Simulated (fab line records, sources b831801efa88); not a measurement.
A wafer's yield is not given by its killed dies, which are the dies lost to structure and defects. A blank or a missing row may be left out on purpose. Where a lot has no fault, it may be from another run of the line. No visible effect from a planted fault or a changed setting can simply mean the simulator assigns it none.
Which tool did it? || flow sky130 || Sampling: 13 lots, 39 wafers, 5 of 708 route steps

## WHAT EACH GAUGE READ, for each wafer
SKY_SONOS_TUNNEL_OVL_MEAS_08. Usual: SONOS_TUNNEL_OVL typically reads 0.0 nm, with standard deviation 1.3.
{"lot": "L544", "measured": "day 11 06:16", "on": "overlay-01", "SONOS_TUNNEL_OVL (nm)": "-0.8 -0.2 0.1", "flag": ""}
{"lot": "L547", "measured": "day 12 07:17", "on": "overlay-02", "SONOS_TUNNEL_OVL (nm)": "-0.9 -0.5 1.0", "flag": ""}
{"lot": "L548", "measured": "day 12 11:09", "on": "overlay-01", "SONOS_TUNNEL_OVL (nm)": "1.2 2.6 1.2", "flag": ""}
{"lot": "L553", "measured": "day 14 03:12", "on": "overlay-01", "SONOS_TUNNEL_OVL (nm)": "-0.9 1.8 -1.4", "flag": ""}
{"lot": "L554", "measured": "day 14 06:30", "on": "overlay-01", "SONOS_TUNNEL_OVL (nm)": "-2.4 -1.0 -2.3", "flag": ""}
{"lot": "L556", "measured": "day 15 01:39", "on": "overlay-02", "SONOS_TUNNEL_OVL (nm)": "0.8 1.7 1.1", "flag": ""}
{"lot": "L559", "measured": "day 16 04:42", "on": "overlay-01", "SONOS_TUNNEL_OVL (nm)": "1.4 -1.3 -0.3", "flag": ""}
{"lot": "L561", "measured": "day 17 05:51", "on": "overlay-01", "SONOS_TUNNEL_OVL (nm)": "-1.1 -0.7 0.2", "flag": ""}
{"lot": "L562", "measured": "day 17 16:29", "on": "overlay-02", "SONOS_TUNNEL_OVL (nm)": "0.4 2.5 0.4", "flag": ""}
{"lot": "L564", "measured": "day 17 18:23", "on": "overlay-01", "SONOS_TUNNEL_OVL (nm)": "-1.4 -3.2 -1.8", "flag": ""}
{"lot": "L565", "measured": "day 19 01:38", "on": "overlay-01", "SONOS_TUNNEL_OVL (nm)": "0.7 0.3 1.7", "flag": ""}
{"lot": "L567", "measured": "day 19 05:29", "on": "overlay-02", "SONOS_TUNNEL_OVL (nm)": "-1.2 2.1 1.6", "flag": ""}
{"lot": "L566", "measured": "day 19 10:39", "on": "overlay-02", "SONOS_TUNNEL_OVL (nm)": "-0.9 0.3 -0.2", "flag": ""}

SKY_SONOS_ONO_THK_MEAS_03. Usual: SONOS_ONO_CVD_02_THK typically reads 10.47 nm, with standard deviation 0.13.
{"lot": "L544", "measured": "day 12 02:56", "on": "film_metro-02", "SONOS_ONO_CVD_02_THK (nm)": "10.30 10.37 10.39", "flag": ""}
{"lot": "L547", "measured": "day 12 14:17", "on": "film_metro-01", "SONOS_ONO_CVD_02_THK (nm)": "10.46 10.39 10.29", "flag": ""}
{"lot": "L548", "measured": "day 12 18:19", "on": "film_metro-01", "SONOS_ONO_CVD_02_THK (nm)": "10.51 10.31 10.52", "flag": ""}
{"lot": "L553", "measured": "day 14 11:18", "on": "film_metro-03", "SONOS_ONO_CVD_02_THK (nm)": "10.56 10.44 10.68", "flag": ""}
{"lot": "L554", "measured": "day 14 11:17", "on": "film_metro-01", "SONOS_ONO_CVD_02_THK (nm)": "10.69 10.61 10.79", "flag": ""}
{"lot": "L556", "measured": "day 15 04:51", "on": "film_metro-01", "SONOS_ONO_CVD_02_THK (nm)": "10.47 10.56 10.53", "flag": ""}
{"lot": "L559", "measured": "day 16 13:08", "on": "film_metro-03", "SONOS_ONO_CVD_02_THK (nm)": "10.57 10.54 10.40", "flag": ""}
{"lot": "L561", "measured": "day 17 13:46", "on": "film_metro-03", "SONOS_ONO_CVD_02_THK (nm)": "10.42 10.35 10.39", "flag": ""}
{"lot": "L562", "measured": "day 18 01:53", "on": "film_metro-01", "SONOS_ONO_CVD_02_THK (nm)": "10.34 10.29 10.48", "flag": ""}
{"lot": "L564", "measured": "day 18 01:53", "on": "film_metro-03", "SONOS_ONO_CVD_02_THK (nm)": "10.66 10.61 10.63", "flag": ""}
{"lot": "L565", "measured": "day 19 04:55", "on": "film_metro-03", "SONOS_ONO_CVD_02_THK (nm)": "10.41 10.35 10.31", "flag": ""}
{"lot": "L567", "measured": "day 19 09:14", "on": "film_metro-03", "SONOS_ONO_CVD_02_THK (nm)": "10.47 10.40 10.47", "flag": ""}
{"lot": "L566", "measured": "day 19 14:08", "on": "film_metro-02", "SONOS_ONO_CVD_02_THK (nm)": "10.46 10.46 10.52", "flag": ""}

SKY_LDD_P_TW_MEAS_11. Usual: LDD_P_TW typically reads 635, with standard deviation 3.1.
{"lot": "L544", "measured": "day 19 10:22", "on": "film_metro-01", "LDD_P_TW": "637 637 637", "flag": ""}
{"lot": "L547", "measured": "day 20 00:23", "on": "film_metro-01", "LDD_P_TW": "633 636 636", "flag": ""}
{"lot": "L548", "measured": "day 20 05:29", "on": "film_metro-03", "LDD_P_TW": "636 635 633", "flag": ""}
{"lot": "L553", "measured": "day 22 08:10", "on": "film_metro-01", "LDD_P_TW": "603 602 606 603 602 603", "flag": "OFF"}
{"lot": "L554", "measured": "day 22 11:10", "on": "film_metro-04", "LDD_P_TW": "636 637 635", "flag": ""}
{"lot": "L556", "measured": "day 23 03:37", "on": "film_metro-04", "LDD_P_TW": "606 609 610 611 613 613", "flag": "OFF"}
{"lot": "L559", "measured": "day 24 14:46", "on": "film_metro-01", "LDD_P_TW": "637 636 633", "flag": ""}
{"lot": "L561", "measured": "day 25 17:02", "on": "film_metro-03", "LDD_P_TW": "635 633 632", "flag": ""}
{"lot": "L562", "measured": "day 26 02:46", "on": "film_metro-03", "LDD_P_TW": "631 632 633", "flag": ""}
{"lot": "L564", "measured": "day 26 03:23", "on": "film_metro-03", "LDD_P_TW": "630 633 634", "flag": ""}
{"lot": "L565", "measured": "day 27 09:29", "on": "film_metro-01", "LDD_P_TW": "631 629 630", "flag": ""}
{"lot": "L567", "measured": "day 27 09:52", "on": "film_metro-03", "LDD_P_TW": "639 638 637", "flag": ""}
{"lot": "L566", "measured": "day 27 22:58", "on": "film_metro-03", "LDD_P_TW": "640 637 635", "flag": ""}

SKY_LDD_HVP_OVL_MEAS_07. Usual: LDD_HVP_OVL typically reads 0.4 nm, with standard deviation 1.4.
{"lot": "L544", "measured": "day 21 23:26", "on": "overlay-02", "LDD_HVP_OVL (nm)": "2.2 0.6 0.7", "flag": ""}
{"lot": "L547", "measured": "day 22 13:59", "on": "overlay-02", "LDD_HVP_OVL (nm)": "-0.1 -1.8 -0.3", "flag": ""}
{"lot": "L548", "measured": "day 22 17:58", "on": "overlay-02", "LDD_HVP_OVL (nm)": "-1.7 -2.1 -2.4", "flag": ""}
{"lot": "L553", "measured": "day 24 19:32", "on": "overlay-01", "LDD_HVP_OVL (nm)": "0.4 0.8 0.7", "flag": ""}
{"lot": "L554", "measured": "day 24 22:40", "on": "overlay-01", "LDD_HVP_OVL (nm)": "-0.2 -1.8 -1.2", "flag": ""}
{"lot": "L556", "measured": "day 25 14:16", "on": "overlay-01", "LDD_HVP_OVL (nm)": "1.2 0.2 2.4", "flag": ""}
{"lot": "L559", "measured": "day 26 23:16", "on": "overlay-01", "LDD_HVP_OVL (nm)": "-0.9 2.2 2.3", "flag": ""}
{"lot": "L561", "measured": "day 28 03:08", "on": "overlay-02", "LDD_HVP_OVL (nm)": "1.1 1.3 0.0", "flag": ""}
{"lot": "L562", "measured": "day 28 07:43", "on": "overlay-01", "LDD_HVP_OVL (nm)": "0.1 -0.2 -0.9", "flag": ""}
{"lot": "L564", "measured": "day 28 09:07", "on": "overlay-02", "LDD_HVP_OVL (nm)": "1.4 0.7 1.3", "flag": ""}
{"lot": "L565", "measured": "day 29 18:19", "on": "overlay-01", "LDD_HVP_OVL (nm)": "0.7 -1.4 -1.3", "flag": ""}
{"lot": "L567", "measured": "day 29 18:59", "on": "overlay-02", "LDD_HVP_OVL (nm)": "0.4 3.8 0.6", "flag": ""}
{"lot": "L566", "measured": "day 30 06:20", "on": "overlay-01", "LDD_HVP_OVL (nm)": "0.0 -1.4 -1.3", "flag": ""}

## WHICH TOOL RAN EACH LOT (tool, then ch and the chambers of the sampled wafers, then the start)
{"lot": "L544", "SKY_LDD_P_IMPLANT_09": "implanter-04 ch 0, day 19 10:10"}
{"lot": "L547", "SKY_LDD_P_IMPLANT_09": "implanter-03 ch 0, day 20 00:08"}
{"lot": "L548", "SKY_LDD_P_IMPLANT_09": "implanter-04 ch 0, day 20 05:14"}
{"lot": "L553", "SKY_LDD_P_IMPLANT_09": "implanter-04 ch 0, day 22 07:49"}
{"lot": "L554", "SKY_LDD_P_IMPLANT_09": "implanter-03 ch 0, day 22 10:55"}
{"lot": "L556", "SKY_LDD_P_IMPLANT_09": "implanter-04 ch 0, day 23 03:22"}
{"lot": "L559", "SKY_LDD_P_IMPLANT_09": "implanter-03 ch 0, day 24 14:32"}
{"lot": "L561", "SKY_LDD_P_IMPLANT_09": "implanter-03 ch 0, day 25 16:47"}
{"lot": "L562", "SKY_LDD_P_IMPLANT_09": "implanter-03 ch 0, day 26 02:31"}
{"lot": "L564", "SKY_LDD_P_IMPLANT_09": "implanter-02 ch 0, day 26 03:08"}
{"lot": "L565", "SKY_LDD_P_IMPLANT_09": "implanter-03 ch 0, day 27 09:14"}
{"lot": "L567", "SKY_LDD_P_IMPLANT_09": "implanter-04 ch 0, day 27 09:37"}
{"lot": "L566", "SKY_LDD_P_IMPLANT_09": "implanter-03 ch 0, day 27 22:44"}
- SKY_LDD_P_IMPLANT_09

## AS READ BY THE TOOLS THEMSELVES (means over the sampled wafers that have a number; for cases with no such wafer, the mark the record gives instead)
SKY_LDD_P_IMPLANT_09. Usual: beam_energy_keV 25.002, standard deviation 0.0077; end_station_pressure_torr 5.08e-06 Torr, standard deviation 2.6e-07.
{"lot": "L544", "tool": "implanter-04", "beam_energy_keV": 25.005, "end_station_pressure_torr (Torr)": 5.05e-06, "flag": ""}
{"lot": "L547", "tool": "implanter-03", "beam_energy_keV": 25.011, "end_station_pressure_torr (Torr)": 5.11e-06, "flag": ""}
{"lot": "L548", "tool": "implanter-04", "beam_energy_keV": 24.989, "end_station_pressure_torr (Torr)": 4.93e-06, "flag": ""}
{"lot": "L553", "tool": "implanter-04", "beam_energy_keV": 21.117, "end_station_pressure_torr (Torr)": 5.28e-06, "flag": "OFF"}
{"lot": "L554", "tool": "implanter-03", "beam_energy_keV": 24.998, "end_station_pressure_torr (Torr)": 5.03e-06, "flag": ""}
{"lot": "L556", "tool": "implanter-04", "beam_energy_keV": 21.114, "end_station_pressure_torr (Torr)": 5.16e-06, "flag": "OFF"}
{"lot": "L559", "tool": "implanter-03", "beam_energy_keV": 24.995, "end_station_pressure_torr (Torr)": 5.13e-06, "flag": ""}
{"lot": "L561", "tool": "implanter-03", "beam_energy_keV": 24.999, "end_station_pressure_torr (Torr)": 5.10e-06, "flag": ""}
{"lot": "L562", "tool": "implanter-03", "beam_energy_keV": 25.007, "end_station_pressure_torr (Torr)": 5.49e-06, "flag": ""}
{"lot": "L564", "tool": "implanter-02", "beam_energy_keV": 25.000, "end_station_pressure_torr (Torr)": 5.35e-06, "flag": ""}
{"lot": "L565", "tool": "implanter-03", "beam_energy_keV": 24.998, "end_station_pressure_torr (Torr)": 4.95e-06, "flag": ""}
{"lot": "L567", "tool": "implanter-04", "beam_energy_keV": 25.006, "end_station_pressure_torr (Torr)": 5.07e-06, "flag": ""}
{"lot": "L566", "tool": "implanter-03", "beam_energy_keV": 25.001, "end_station_pressure_torr (Torr)": 5.20e-06, "flag": ""}

## THE ANSWER, worked out from the rows above alone
Rule: a lot is off if the mean of its wafers that have a number lies more than 3 standard deviations from the usual mean. A lot without any number at a reading at which 4 lots or more have one is off too. Any other lot the step has rows for is counted as sound. After the gauges, taken in route order, come the tools' own readings; for these a lot's mean is taken, as printed above. At the first step where some lot is off, the reading lying furthest off is the one used; lots without a number count as furthest.
Off: L553, L556, seen at SKY_LDD_P_TW_MEAS_11 (LDD_P_TW).
If a tool, at a process step before that reading, ran all the lots that are off and no sound lot after the first of them, it fits. Not tried: the gauges at SKY_LDD_P_TW_MEAS_11; whatever is off there is also off at SKY_LDD_P_IMPLANT_09, on other tools, and gauge error can't account for it. No candidate that was tried fits.

## WHAT THE SIMULATOR HAD INSERTED
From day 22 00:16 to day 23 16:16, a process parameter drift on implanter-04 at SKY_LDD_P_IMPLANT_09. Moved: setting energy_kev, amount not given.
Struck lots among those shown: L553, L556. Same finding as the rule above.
